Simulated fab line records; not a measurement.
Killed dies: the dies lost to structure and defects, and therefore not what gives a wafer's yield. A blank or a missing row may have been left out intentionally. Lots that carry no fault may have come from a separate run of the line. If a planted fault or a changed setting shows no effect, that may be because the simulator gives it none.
Which of the tools did it? / flow gf180mcu / 24 lots, 72 wafers sampled, at 6 steps of a route of 602

WHAT THE GAUGES SHOWED, per wafer
GF_V4_CD_MEAS_14 targets a cd of 260 nm. Usual: cd nm reads 260.5 nm (standard deviation 0.94).
lot=L074; measured=day 24 08:43; on=cd sem-01; cd nm (nm)=261.1 261.3 260.8; flag=
lot=L075; measured=day 24 11:14; on=cd sem-01; cd nm (nm)=259.3 259.4 259.3; flag=
lot=L076; measured=day 24 22:03; on=cd sem-01; cd nm (nm)=258.9 260.2 260.9; flag=
lot=L077; measured=day 25 08:32; on=cd sem-01; cd nm (nm)=262.2 260.8 261.9; flag=
lot=L078; measured=day 25 14:58; on=cd sem-01; cd nm (nm)=261.5 261.8 260.1; flag=
lot=L079; measured=day 25 20:14; on=cd sem-02; cd nm (nm)=260.5 259.6 260.1; flag=
lot=L080; measured=day 26 06:59; on=cd sem-01; cd nm (nm)=259.6 260.9 260.8; flag=
lot=L081; measured=day 26 20:51; on=cd sem-01; cd nm (nm)=259.8 261.0 261.1; flag=
lot=L082; measured=day 26 21:13; on=cd sem-01; cd nm (nm)=260.4 260.3 261.0; flag=
lot=L083; measured=day 27 08:19; on=cd sem-02; cd nm (nm)=260.7 260.3 259.7; flag=
lot=L084; measured=day 28 00:36; on=cd sem-02; cd nm (nm)=260.3 259.8 260.9; flag=
lot=L085; measured=day 28 07:51; on=cd sem-02; cd nm (nm)=259.6 260.8 260.5; flag=
lot=L086; measured=day 28 13:38; on=cd sem-01; cd nm (nm)=260.3 260.6 260.4; flag=
lot=L087; measured=day 28 18:25; on=cd sem-01; cd nm (nm)=260.3 261.1 261.6; flag=
lot=L088; measured=day 28 22:50; on=cd sem-02; cd nm (nm)=259.5 260.3 260.3; flag=
lot=L090; measured=day 29 13:46; on=cd sem-02; cd nm (nm)=259.1 259.1 260.0; flag=
lot=L089; measured=day 29 17:32; on=cd sem-02; cd nm (nm)=261.3 260.8 261.5; flag=
lot=L091; measured=day 29 21:17; on=cd sem-02; cd nm (nm)=261.1 262.6 261.4; flag=
lot=L092; measured=day 29 22:16; on=cd sem-01; cd nm (nm)=259.6 258.8 259.2; flag=
lot=L093; measured=day 30 06:31; on=cd sem-01; cd nm (nm)=261.8 260.8 261.3; flag=
lot=L094; measured=day 30 12:35; on=cd sem-02; cd nm (nm)=260.4 260.7 261.1; flag=
lot=L095; measured=day 31 02:53; on=cd sem-01; cd nm (nm)=260.4 261.1 259.3; flag=
lot=L096; measured=day 31 03:34; on=cd sem-02; cd nm (nm)=261.8 261.9 262.4; flag=
lot=L097; measured=day 31 12:22; on=cd sem-02; cd nm (nm)=259.5 258.9 261.2; flag=

GF_M5_CD_MEAS_07 targets a cd of 280 nm. Usual: cd nm reads 279.8 nm (standard deviation 1.1).
lot=L074; measured=day 26 05:25; on=cd sem-01; cd nm (nm)=278.1 278.2 278.8; flag=
lot=L075; measured=day 26 08:08; on=cd sem-02; cd nm (nm)=280.8 281.3 280.4; flag=
lot=L076; measured=day 26 18:59; on=cd sem-02; cd nm (nm)=278.7 280.6 279.4; flag=
lot=L077; measured=day 27 04:37; on=cd sem-01; cd nm (nm)=279.0 279.4 279.2; flag=
lot=L078; measured=day 27 11:05; on=cd sem-02; cd nm (nm)=280.5 278.6 280.3; flag=
lot=L079; measured=day 27 14:45; on=cd sem-02; cd nm (nm)=279.2 281.6 279.1; flag=
lot=L080; measured=day 28 00:56; on=cd sem-02; cd nm (nm)=278.6 278.0 279.8; flag=
lot=L081; measured=day 28 14:35; on=cd sem-01; cd nm (nm)=278.6 280.6 279.3; flag=
lot=L082; measured=day 28 15:23; on=cd sem-01; cd nm (nm)=278.8 278.9 279.0; flag=
lot=L083; measured=day 29 02:11; on=cd sem-01; cd nm (nm)=280.4 280.5 280.0; flag=
lot=L084; measured=day 29 17:53; on=cd sem-01; cd nm (nm)=279.2 279.4 279.8; flag=
lot=L085; measured=day 29 23:45; on=cd sem-01; cd nm (nm)=279.2 279.2 280.2; flag=
lot=L086; measured=day 30 05:50; on=cd sem-01; cd nm (nm)=279.8 279.1 280.7; flag=
lot=L087; measured=day 30 09:23; on=cd sem-02; cd nm (nm)=279.0 278.4 279.2; flag=
lot=L088; measured=day 30 14:02; on=cd sem-02; cd nm (nm)=279.2 279.1 280.3; flag=
lot=L090; measured=day 31 05:02; on=cd sem-02; cd nm (nm)=281.5 282.3 280.9; flag=
lot=L089; measured=day 31 07:35; on=cd sem-02; cd nm (nm)=281.2 282.6 281.2; flag=
lot=L091; measured=day 31 11:11; on=cd sem-01; cd nm (nm)=281.6 281.1 280.6; flag=
lot=L092; measured=day 31 11:56; on=cd sem-01; cd nm (nm)=281.2 280.4 280.9; flag=
lot=L093; measured=day 31 18:58; on=cd sem-01; cd nm (nm)=280.6 280.8 278.7; flag=
lot=L094; measured=day 32 01:35; on=cd sem-02; cd nm (nm)=279.9 280.9 279.4; flag=
lot=L095; measured=day 32 14:31; on=cd sem-01; cd nm (nm)=277.4 278.1 277.9; flag=
lot=L096; measured=day 32 15:26; on=cd sem-02; cd nm (nm)=279.8 280.9 278.8; flag=
lot=L097; measured=day 33 00:23; on=cd sem-01; cd nm (nm)=279.8 281.5 280.2; flag=

WHAT TOOL EACH LOT RAN ON (gives the tool, then ch and the chambers of the sampled wafers, and finally the start)
lot=L074; GF_V3_CMP_26=cmp-01 ch 0,1, day 22 09:17; GF_M4_SPUTTER_04=pvd sputter-02, day 22 09:46; GF_MIM_SPUTTER_02=pvd sputter-01, day 24 10:35; GF_MIM_STRIP_20=plasma asher-01 ch 0,1, day 25 07:57
lot=L075; GF_V3_CMP_26=cmp-01 ch 0,1,3, day 22 12:53; GF_M4_SPUTTER_04=pvd sputter-01, day 22 13:19; GF_MIM_SPUTTER_02=pvd sputter-02, day 24 12:59; GF_MIM_STRIP_20=plasma asher-01 ch 0,1, day 25 10:09
lot=L076; GF_V3_CMP_26=cmp-01 ch 1,2,3, day 22 23:48; GF_M4_SPUTTER_04=pvd sputter-02, day 23 00:17; GF_MIM_SPUTTER_02=pvd sputter-03, day 24 23:58; GF_MIM_STRIP_20=plasma asher-02 ch 0,1, day 25 22:16
lot=L077; GF_V3_CMP_26=cmp-01 ch 0,2,3, day 23 09:33; GF_M4_SPUTTER_04=pvd sputter-01, day 23 09:59; GF_MIM_SPUTTER_02=pvd sputter-01, day 25 10:19; GF_MIM_STRIP_20=plasma asher-01 ch 0,1, day 26 08:04
lot=L078; GF_V3_CMP_26=cmp-01 ch 0,2,3, day 23 17:17; GF_M4_SPUTTER_04=pvd sputter-02, day 23 17:40; GF_MIM_SPUTTER_02=pvd sputter-03, day 25 16:34; GF_MIM_STRIP_20=plasma asher-03 ch 0,1, day 26 14:03
lot=L079; GF_V3_CMP_26=cmp-02 ch 0,1,2, day 24 00:36; GF_M4_SPUTTER_04=pvd sputter-01, day 24 01:05; GF_MIM_SPUTTER_02=pvd sputter-01, day 25 21:52; GF_MIM_STRIP_20=plasma asher-03 ch 0,1, day 26 18:28
lot=L080; GF_V3_CMP_26=cmp-01 ch 1,2,3, day 24 11:48; GF_M4_SPUTTER_04=pvd sputter-04, day 24 12:11; GF_MIM_SPUTTER_02=pvd sputter-01, day 26 08:40; GF_MIM_STRIP_20=plasma asher-02 ch 1, day 27 04:52
lot=L081; GF_V3_CMP_26=cmp-01 ch 1,2, day 25 00:23; GF_M4_SPUTTER_04=pvd sputter-04, day 25 00:52; GF_MIM_SPUTTER_02=pvd sputter-01, day 26 22:29; GF_MIM_STRIP_20=plasma asher-01 ch 0, day 27 18:43
lot=L082; GF_V3_CMP_26=cmp-02 ch 0,2,3, day 25 00:47; GF_M4_SPUTTER_04=pvd sputter-02, day 25 01:16; GF_MIM_SPUTTER_02=pvd sputter-01, day 26 22:49; GF_MIM_STRIP_20=plasma asher-01 ch 0,1, day 27 19:39
lot=L083; GF_V3_CMP_26=cmp-02 ch 0,1,2, day 25 12:51; GF_M4_SPUTTER_04=pvd sputter-02, day 25 13:20; GF_MIM_SPUTTER_02=pvd sputter-02, day 27 09:58; GF_MIM_STRIP_20=plasma asher-02 ch 1, day 28 06:00
lot=L084; GF_V3_CMP_26=cmp-01 ch 0,1,2, day 26 06:22; GF_M4_SPUTTER_04=pvd sputter-04, day 26 06:48; GF_MIM_SPUTTER_02=pvd sputter-02, day 28 02:16; GF_MIM_STRIP_20=plasma asher-01 ch 0,1, day 28 22:15
lot=L085; GF_V3_CMP_26=cmp-01 ch 1,2,3, day 26 14:07; GF_M4_SPUTTER_04=pvd sputter-01, day 26 14:35; GF_MIM_SPUTTER_02=pvd sputter-03, day 28 09:31; GF_MIM_STRIP_20=plasma asher-03 ch 0,1, day 29 04:55
lot=L086; GF_V3_CMP_26=cmp-01 ch 0,3, day 26 19:17; GF_M4_SPUTTER_04=pvd sputter-02, day 26 19:46; GF_MIM_SPUTTER_02=pvd sputter-03, day 28 15:18; GF_MIM_STRIP_20=plasma asher-03 ch 0,1, day 29 10:39
lot=L087; GF_V3_CMP_26=cmp-02 ch 0,3, day 27 00:54; GF_M4_SPUTTER_04=pvd sputter-04, day 27 01:20; GF_MIM_SPUTTER_02=pvd sputter-02, day 28 20:03; GF_MIM_STRIP_20=plasma asher-03 ch 0,1, day 29 15:06
lot=L088; GF_V3_CMP_26=cmp-02 ch 0,1,3, day 27 05:35; GF_M4_SPUTTER_04=pvd sputter-02, day 27 05:55; GF_MIM_SPUTTER_02=pvd sputter-02, day 29 00:28; GF_MIM_STRIP_20=plasma asher-03 ch 0,1, day 29 19:48
lot=L090; GF_V3_CMP_26=cmp-02 ch 1,2, day 27 20:47; GF_M4_SPUTTER_04=pvd sputter-02, day 27 21:16; GF_MIM_SPUTTER_02=pvd sputter-01, day 29 15:43; GF_MIM_STRIP_20=plasma asher-01 ch 0,1, day 30 10:49
lot=L089; GF_V3_CMP_26=cmp-01 ch 0,1, day 28 01:25; GF_M4_SPUTTER_04=pvd sputter-04, day 28 01:52; GF_MIM_SPUTTER_02=pvd sputter-03, day 29 19:11; GF_MIM_STRIP_20=plasma asher-03 ch 0,1, day 30 13:45
lot=L091; GF_V3_CMP_26=cmp-02 ch 1,2,3, day 28 05:36; GF_M4_SPUTTER_04=pvd sputter-04, day 28 06:05; GF_MIM_SPUTTER_02=pvd sputter-03, day 29 22:55; GF_MIM_STRIP_20=plasma asher-01 ch 0,1, day 30 17:23
lot=L092; GF_V3_CMP_26=cmp-01 ch 0,1, day 28 06:29; GF_M4_SPUTTER_04=pvd sputter-02, day 28 06:58; GF_MIM_SPUTTER_02=pvd sputter-03, day 29 23:52; GF_MIM_STRIP_20=plasma asher-03 ch 0,1, day 30 17:43
lot=L093; GF_V3_CMP_26=cmp-01 ch 1,2,3, day 28 14:19; GF_M4_SPUTTER_04=pvd sputter-01, day 28 14:47; GF_MIM_SPUTTER_02=pvd sputter-03, day 30 08:08; GF_MIM_STRIP_20=plasma asher-01 ch 0,1, day 31 01:40
lot=L094; GF_V3_CMP_26=cmp-01 ch 0,2,3, day 28 21:38; GF_M4_SPUTTER_04=pvd sputter-04, day 28 22:04; GF_MIM_SPUTTER_02=pvd sputter-03, day 30 14:23; GF_MIM_STRIP_20=plasma asher-01 ch 0,1, day 31 08:22
lot=L095; GF_V3_CMP_26=cmp-02 ch 0,1,2, day 29 13:01; GF_M4_SPUTTER_04=pvd sputter-02, day 29 13:30; GF_MIM_SPUTTER_02=pvd sputter-01, day 31 04:33; GF_MIM_STRIP_20=plasma asher-03 ch 0,1, day 31 21:03
lot=L096; GF_V3_CMP_26=cmp-01 ch 1,3, day 29 13:07; GF_M4_SPUTTER_04=pvd sputter-01, day 29 13:36; GF_MIM_SPUTTER_02=pvd sputter-01, day 31 05:15; GF_MIM_STRIP_20=plasma asher-01 ch 0,1, day 31 21:58
lot=L097; GF_V3_CMP_26=cmp-02 ch 1,3, day 29 22:20; GF_M4_SPUTTER_04=pvd sputter-04, day 29 22:49; GF_MIM_SPUTTER_02=pvd sputter-01, day 31 14:46; GF_MIM_STRIP_20=plasma asher-02 ch 0,1, day 32 07:59
- GF_V3_CMP_26: polishes, stops on SiO2, t overpolish 15 s, target thk 0 nm.
- GF_M4_SPUTTER_04: material TiN, target thk 50 nm, time 41.7 s.
- GF_MIM_SPUTTER_02: material AlCu, target thk 450 nm, time 23.9 s.
- GF_MIM_STRIP_20: strips in O2/N2.

AS READ BY THE TOOLS THEMSELVES (means over the sampled wafers that have a number; for cases with no such wafer, the mark the record gives instead)
GF_V3_CMP_26. Usual: edge zone pressure frac 1.000, standard deviation 0.0055; motor current A 10.9 A, standard deviation 0.88; overpolish run s 15.001 s, standard deviation 0.009; time to endpoint s 87 s, standard deviation 6.6.
lot=L074; tool=cmp-01; edge zone pressure frac=1.002; motor current A (A)=10.3; overpolish run s (s)=15.002; time to endpoint s (s)=81; flag=
lot=L075; tool=cmp-01; edge zone pressure frac=1.000; motor current A (A)=10.2; overpolish run s (s)=15.000; time to endpoint s (s)=81; flag=
lot=L076; tool=cmp-01; edge zone pressure frac=0.999; motor current A (A)=11.1; overpolish run s (s)=15.001; time to endpoint s (s)=87; flag=
lot=L077; tool=cmp-01; edge zone pressure frac=0.996; motor current A (A)=10.5; overpolish run s (s)=14.995; time to endpoint s (s)=87; flag=
lot=L078; tool=cmp-01; edge zone pressure frac=1.001; motor current A (A)=11.0; overpolish run s (s)=14.994; time to endpoint s (s)=89; flag=
lot=L079; tool=cmp-02; edge zone pressure frac=1.002; motor current A (A)=10.6; overpolish run s (s)=15.009; time to endpoint s (s)=86; flag=
lot=L080; tool=cmp-01; edge zone pressure frac=0.995; motor current A (A)=11.1; overpolish run s (s)=14.990; time to endpoint s (s)=82; flag=
lot=L081; tool=cmp-01; edge zone pressure frac=1.007; motor current A (A)=11.2; overpolish run s (s)=15.002; time to endpoint s (s)=92; flag=
lot=L082; tool=cmp-02; edge zone pressure frac=1.003; motor current A (A)=11.2; overpolish run s (s)=14.998; time to endpoint s (s)=85; flag=
lot=L083; tool=cmp-02; edge zone pressure frac=1.000; motor current A (A)=11.0; overpolish run s (s)=15.009; time to endpoint s (s)=86; flag=
lot=L084; tool=cmp-01; edge zone pressure frac=1.000; motor current A (A)=10.7; overpolish run s (s)=15.001; time to endpoint s (s)=87; flag=
lot=L085; tool=cmp-01; edge zone pressure frac=0.998; motor current A (A)=11.0; overpolish run s (s)=15.002; time to endpoint s (s)=89; flag=
lot=L086; tool=cmp-01; edge zone pressure frac=1.006; motor current A (A)=9.8; overpolish run s (s)=15.008; time to endpoint s (s)=82; flag=
lot=L087; tool=cmp-02; edge zone pressure frac=1.000; motor current A (A)=11.3; overpolish run s (s)=15.002; time to endpoint s (s)=85; flag=
lot=L088; tool=cmp-02; edge zone pressure frac=0.995; motor current A (A)=11.2; overpolish run s (s)=15.009; time to endpoint s (s)=88; flag=
lot=L090; tool=cmp-02; edge zone pressure frac=0.996; motor current A (A)=10.3; overpolish run s (s)=14.995; time to endpoint s (s)=91; flag=
lot=L089; tool=cmp-01; edge zone pressure frac=0.997; motor current A (A)=9.9; overpolish run s (s)=15.010; time to endpoint s (s)=81; flag=
lot=L091; tool=cmp-02; edge zone pressure frac=0.995; motor current A (A)=11.1; overpolish run s (s)=15.000; time to endpoint s (s)=90; flag=
lot=L092; tool=cmp-01; edge zone pressure frac=1.007; motor current A (A)=10.5; overpolish run s (s)=15.002; time to endpoint s (s)=85; flag=
lot=L093; tool=cmp-01; edge zone pressure frac=1.006; motor current A (A)=11.0; overpolish run s (s)=14.999; time to endpoint s (s)=90; flag=
lot=L094; tool=cmp-01; edge zone pressure frac=0.993; motor current A (A)=10.6; overpolish run s (s)=15.006; time to endpoint s (s)=92; flag=
lot=L095; tool=cmp-02; edge zone pressure frac=1.010; motor current A (A)=10.8; overpolish run s (s)=15.003; time to endpoint s (s)=84; flag=
lot=L096; tool=cmp-01; edge zone pressure frac=1.000; motor current A (A)=10.9; overpolish run s (s)=15.003; time to endpoint s (s)=85; flag=
lot=L097; tool=cmp-02; edge zone pressure frac=1.000; motor current A (A)=10.7; overpolish run s (s)=15.009; time to endpoint s (s)=89; flag=

GF_M4_SPUTTER_04. Usual: throttle valve pct reads 30.0 % (standard deviation 1.1).
lot=L074; tool=pvd sputter-02; throttle valve pct (%)=30.6; flag=
lot=L075; tool=pvd sputter-01; throttle valve pct (%)=29.2; flag=
lot=L076; tool=pvd sputter-02; throttle valve pct (%)=30.1; flag=
lot=L077; tool=pvd sputter-01; throttle valve pct (%)=28.7; flag=
lot=L078; tool=pvd sputter-02; throttle valve pct (%)=29.7; flag=
lot=L079; tool=pvd sputter-01; throttle valve pct (%)=29.2; flag=
lot=L080; tool=pvd sputter-04; throttle valve pct (%)=30.0; flag=
lot=L081; tool=pvd sputter-04; throttle valve pct (%)=30.2; flag=
lot=L082; tool=pvd sputter-02; throttle valve pct (%)=30.2; flag=
lot=L083; tool=pvd sputter-02; throttle valve pct (%)=30.0; flag=
lot=L084; tool=pvd sputter-04; throttle valve pct (%)=30.0; flag=
lot=L085; tool=pvd sputter-01; throttle valve pct (%)=28.6; flag=
lot=L086; tool=pvd sputter-02; throttle valve pct (%)=30.5; flag=
lot=L087; tool=pvd sputter-04; throttle valve pct (%)=29.7; flag=
lot=L088; tool=pvd sputter-02; throttle valve pct (%)=30.9; flag=
lot=L090; tool=pvd sputter-02; throttle valve pct (%)=31.0; flag=
lot=L089; tool=pvd sputter-04; throttle valve pct (%)=30.4; flag=
lot=L091; tool=pvd sputter-04; throttle valve pct (%)=30.0; flag=
lot=L092; tool=pvd sputter-02; throttle valve pct (%)=29.6; flag=
lot=L093; tool=pvd sputter-01; throttle valve pct (%)=29.0; flag=
lot=L094; tool=pvd sputter-04; throttle valve pct (%)=30.3; flag=
lot=L095; tool=pvd sputter-02; throttle valve pct (%)=30.7; flag=
lot=L096; tool=pvd sputter-01; throttle valve pct (%)=29.2; flag=
lot=L097; tool=pvd sputter-04; throttle valve pct (%)=30.0; flag=

GF_MIM_SPUTTER_02. Usual: throttle valve pct reads 29.8 % (standard deviation 1.4).
lot=L074; tool=pvd sputter-01; throttle valve pct (%)=28.2; flag=
lot=L075; tool=pvd sputter-02; throttle valve pct (%)=30.5; flag=
lot=L076; tool=pvd sputter-03; throttle valve pct (%)=30.6; flag=
lot=L077; tool=pvd sputter-01; throttle valve pct (%)=29.3; flag=
lot=L078; tool=pvd sputter-03; throttle valve pct (%)=29.9; flag=
lot=L079; tool=pvd sputter-01; throttle valve pct (%)=29.2; flag=
lot=L080; tool=pvd sputter-01; throttle valve pct (%)=29.5; flag=
lot=L081; tool=pvd sputter-01; throttle valve pct (%)=28.4; flag=
lot=L082; tool=pvd sputter-01; throttle valve pct (%)=27.9; flag=
lot=L083; tool=pvd sputter-02; throttle valve pct (%)=30.1; flag=
lot=L084; tool=pvd sputter-02; throttle valve pct (%)=30.5; flag=
lot=L085; tool=pvd sputter-03; throttle valve pct (%)=31.0; flag=
lot=L086; tool=pvd sputter-03; throttle valve pct (%)=31.7; flag=
lot=L087; tool=pvd sputter-02; throttle valve pct (%)=30.5; flag=
lot=L088; tool=pvd sputter-02; throttle valve pct (%)=30.4; flag=
lot=L090; tool=pvd sputter-01; throttle valve pct (%)=28.8; flag=
lot=L089; tool=pvd sputter-03; throttle valve pct (%)=30.1; flag=
lot=L091; tool=pvd sputter-03; throttle valve pct (%)=30.6; flag=
lot=L092; tool=pvd sputter-03; throttle valve pct (%)=30.3; flag=
lot=L093; tool=pvd sputter-03; throttle valve pct (%)=29.1; flag=
lot=L094; tool=pvd sputter-03; throttle valve pct (%)=30.6; flag=
lot=L095; tool=pvd sputter-01; throttle valve pct (%)=28.3; flag=
lot=L096; tool=pvd sputter-01; throttle valve pct (%)=29.4; flag=
lot=L097; tool=pvd sputter-01; throttle valve pct (%)=29.7; flag=

GF_MIM_STRIP_20. Usual: drypump motor current A 5.6 A, standard deviation 0.58; heater power w 330 W, standard deviation 30; oes product au 0.690 a.u., standard deviation 0.0048; platen temp c 249.99 C, standard deviation 0.19; strip time to endpoint s 11.19 s, standard deviation 0.043.
lot=L074; tool=plasma asher-01; drypump motor current A (A)=5.6; heater power w (W)=336; oes product au (a.u.)=0.688; platen temp c (C)=249.86; strip time to endpoint s (s)=11.23; flag=
lot=L075; tool=plasma asher-01; drypump motor current A (A)=5.1; heater power w (W)=353; oes product au (a.u.)=0.692; platen temp c (C)=249.95; strip time to endpoint s (s)=11.19; flag=
lot=L076; tool=plasma asher-02; drypump motor current A (A)=5.4; heater power w (W)=344; oes product au (a.u.)=0.688; platen temp c (C)=250.12; strip time to endpoint s (s)=11.21; flag=
lot=L077; tool=plasma asher-01; drypump motor current A (A)=5.6; heater power w (W)=339; oes product au (a.u.)=0.692; platen temp c (C)=249.93; strip time to endpoint s (s)=11.18; flag=
lot=L078; tool=plasma asher-03; drypump motor current A (A)=6.1; heater power w (W)=313; oes product au (a.u.)=0.689; platen temp c (C)=249.98; strip time to endpoint s (s)=11.19; flag=
lot=L079; tool=plasma asher-03; drypump motor current A (A)=5.8; heater power w (W)=298; oes product au (a.u.)=0.692; platen temp c (C)=250.05; strip time to endpoint s (s)=11.20; flag=
lot=L080; tool=plasma asher-02; drypump motor current A (A)=5.7; heater power w (W)=363; oes product au (a.u.)=0.686; platen temp c (C)=250.10; strip time to endpoint s (s)=11.16; flag=
lot=L081; tool=plasma asher-01; drypump motor current A (A)=4.7; heater power w (W)=356; oes product au (a.u.)=0.688; platen temp c (C)=249.90; strip time to endpoint s (s)=11.11; flag=
lot=L082; tool=plasma asher-01; drypump motor current A (A)=5.1; heater power w (W)=351; oes product au (a.u.)=0.691; platen temp c (C)=250.03; strip time to endpoint s (s)=11.20; flag=
lot=L083; tool=plasma asher-02; drypump motor current A (A)=5.7; heater power w (W)=366; oes product au (a.u.)=0.685; platen temp c (C)=249.93; strip time to endpoint s (s)=11.14; flag=
lot=L084; tool=plasma asher-01; drypump motor current A (A)=5.1; heater power w (W)=348; oes product au (a.u.)=0.690; platen temp c (C)=250.08; strip time to endpoint s (s)=11.13; flag=
lot=L085; tool=plasma asher-03; drypump motor current A (A)=6.1; heater power w (W)=321; oes product au (a.u.)=0.692; platen temp c (C)=250.14; strip time to endpoint s (s)=11.18; flag=
lot=L086; tool=plasma asher-03; drypump motor current A (A)=5.8; heater power w (W)=298; oes product au (a.u.)=0.694; platen temp c (C)=249.86; strip time to endpoint s (s)=11.18; flag=
lot=L087; tool=plasma asher-03; drypump motor current A (A)=6.1; heater power w (W)=312; oes product au (a.u.)=0.691; platen temp c (C)=249.94; strip time to endpoint s (s)=11.23; flag=
lot=L088; tool=plasma asher-03; drypump motor current A (A)=6.1; heater power w (W)=310; oes product au (a.u.)=0.688; platen temp c (C)=249.63; strip time to endpoint s (s)=11.18; flag=
lot=L090; tool=plasma asher-01; drypump motor current A (A)=5.1; heater power w (W)=355; oes product au (a.u.)=0.697; platen temp c (C)=249.94; strip time to endpoint s (s)=11.25; flag=
lot=L089; tool=plasma asher-03; drypump motor current A (A)=6.0; heater power w (W)=317; oes product au (a.u.)=0.687; platen temp c (C)=249.91; strip time to endpoint s (s)=11.18; flag=
lot=L091; tool=plasma asher-01; drypump motor current A (A)=5.1; heater power w (W)=349; oes product au (a.u.)=0.689; platen temp c (C)=250.02; strip time to endpoint s (s)=11.19; flag=
lot=L092; tool=plasma asher-03; drypump motor current A (A)=5.8; heater power w (W)=293; oes product au (a.u.)=0.692; platen temp c (C)=249.90; strip time to endpoint s (s)=11.22; flag=
lot=L093; tool=plasma asher-01; drypump motor current A (A)=5.1; heater power w (W)=354; oes product au (a.u.)=0.688; platen temp c (C)=249.98; strip time to endpoint s (s)=11.22; flag=
lot=L094; tool=plasma asher-01; drypump motor current A (A)=5.1; heater power w (W)=347; oes product au (a.u.)=0.690; platen temp c (C)=250.07; strip time to endpoint s (s)=11.18; flag=
lot=L095; tool=plasma asher-03; drypump motor current A (A)=6.1; heater power w (W)=315; oes product au (a.u.)=0.693; platen temp c (C)=249.80; strip time to endpoint s (s)=11.22; flag=
lot=L096; tool=plasma asher-01; drypump motor current A (A)=5.6; heater power w (W)=339; oes product au (a.u.)=0.693; platen temp c (C)=250.17; strip time to endpoint s (s)=11.15; flag=
lot=L097; tool=plasma asher-02; drypump motor current A (A)=5.5; heater power w (W)=342; oes product au (a.u.)=0.691; platen temp c (C)=250.02; strip time to endpoint s (s)=11.22; flag=

THE ANSWER, worked out from the rows above alone
Rule: a lot is off if the mean of its wafers that have a number lies more than 3 standard deviations from the usual mean. A lot without any number at a reading at which 4 lots or more have one is off too. All remaining lots with rows at the step are treated as sound. Order of review: gauges by route order, followed by the tools' own readings, for which a lot's mean as printed above is used. The first step at which some lot is off is used, and at that step the reading that is off furthest; a lot without a number counts as furthest.
No lot is off on any of the readings shown, so nothing can be concluded from this.

WHAT WAS PUT IN BY THE SIMULATOR
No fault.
